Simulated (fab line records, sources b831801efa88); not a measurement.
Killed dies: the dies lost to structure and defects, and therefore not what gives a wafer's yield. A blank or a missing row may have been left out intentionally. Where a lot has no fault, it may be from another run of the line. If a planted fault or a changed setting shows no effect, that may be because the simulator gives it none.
Split-lot study    flow sky130    on a route of 708 steps: 5 lots, 23 wafers read

THE SPLIT
At SKY_VT_ADJUST_HVTP_STRIP_10 (strips in O2/N2), the setting pressure_mtorr was moved away from the recipe's 1500 mTorr on 20 of the 23 wafers read, by -4.3% to +13.5%. All remaining wafers had this setting at the recipe value.

Reading taken at the split's own step.

THE READING
oes_product_au, in a.u., at SKY_VT_ADJUST_HVTP_STRIP_10 (strips in O2/N2). On this fab line, fault-free wafers typically give 0.716 a.u. with a standard deviation of 0.0042 a.u.

wafer   tool, chamber at the split  pressure_mtorr as run, mTorr  against the recipe  oes_product_au, a.u.  against lot-mates on the recipe
L074.1  plasma_asher-01, 1          1702                          +13.5%              0.740                 no lot-mate on the recipe
L074.2  plasma_asher-01, 0          1702                          +13.5%              0.721                 no lot-mate on the recipe
L074.3  plasma_asher-01, 1          1702                          +13.5%              0.727                 no lot-mate on the recipe
L074.4  plasma_asher-01, 0          1702                          +13.5%              0.727                 no lot-mate on the recipe
L074.6  plasma_asher-01, 1          1702                          +13.5%              0.733                 no lot-mate on the recipe
L078.1  plasma_asher-01, 0          1435                          -4.3%               0.708                 no lot-mate on the recipe
L078.2  plasma_asher-01, 1          1435                          -4.3%               0.706                 no lot-mate on the recipe
L078.4  plasma_asher-01, 1          1435                          -4.3%               0.709                 no lot-mate on the recipe
L078.5  plasma_asher-01, 1          1435                          -4.3%               0.703                 no lot-mate on the recipe
L078.6  plasma_asher-01, 0          1435                          -4.3%               0.713                 no lot-mate on the recipe
L081.2  plasma_asher-01, 1          1500                          recipe              0.717                 -
L081.3  plasma_asher-01, 0          1500                          recipe              0.715                 -
L081.6  plasma_asher-01, 0          1500                          recipe              0.722                 -
L083.1  plasma_asher-04, 0          1644                          +9.6%               0.726                 no lot-mate on the recipe
L083.2  plasma_asher-04, 1          1644                          +9.6%               0.732                 no lot-mate on the recipe
L083.4  plasma_asher-04, 1          1644                          +9.6%               0.729                 no lot-mate on the recipe
L083.5  plasma_asher-04, 0          1644                          +9.6%               0.730                 no lot-mate on the recipe
L083.6  plasma_asher-04, 1          1644                          +9.6%               0.728                 no lot-mate on the recipe
L085.1  plasma_asher-04, 0          1579                          +5.3%               0.728                 no lot-mate on the recipe
L085.2  plasma_asher-04, 1          1579                          +5.3%               0.724                 no lot-mate on the recipe
L085.3  plasma_asher-04, 1          1579                          +5.3%               0.719                 no lot-mate on the recipe
L085.4  plasma_asher-04, 0          1579                          +5.3%               0.732                 no lot-mate on the recipe
L085.6  plasma_asher-04, 0          1579                          +5.3%               0.721                 no lot-mate on the recipe

FIT RESULTS
A straight line over all 23 wafers: oes_product_au changes by +0.00124 a.u. for each +1% of pressure_mtorr; r = +0.86; the points scatter about the line by 0.0051 a.u.
Too few moved wafers with a lot-mate on the recipe to fit a line net of each lot's own level.
Tool readings at the split's step, against how far the setting was moved: oes_product_au r = +0.86; strip_time_to_endpoint_s r = -0.99.

THE WHOLE CHAIN: every reading that the file lists as answering this split, in the file's order
step                         what it does     reading                   change (the file's fit)                    r (the file's)
SKY_VT_ADJUST_HVTP_STRIP_10  strips in O2/N2  oes_product_au            +0.00124 a.u. for each +1% of the setting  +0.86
SKY_VT_ADJUST_HVTP_STRIP_10  strips in O2/N2  strip_time_to_endpoint_s  withheld for each +1% of the setting       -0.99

THE FILE'S OWN FIT
oes_product_au changes by +0.00124 a.u. for each +1% of pressure_mtorr, r = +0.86.
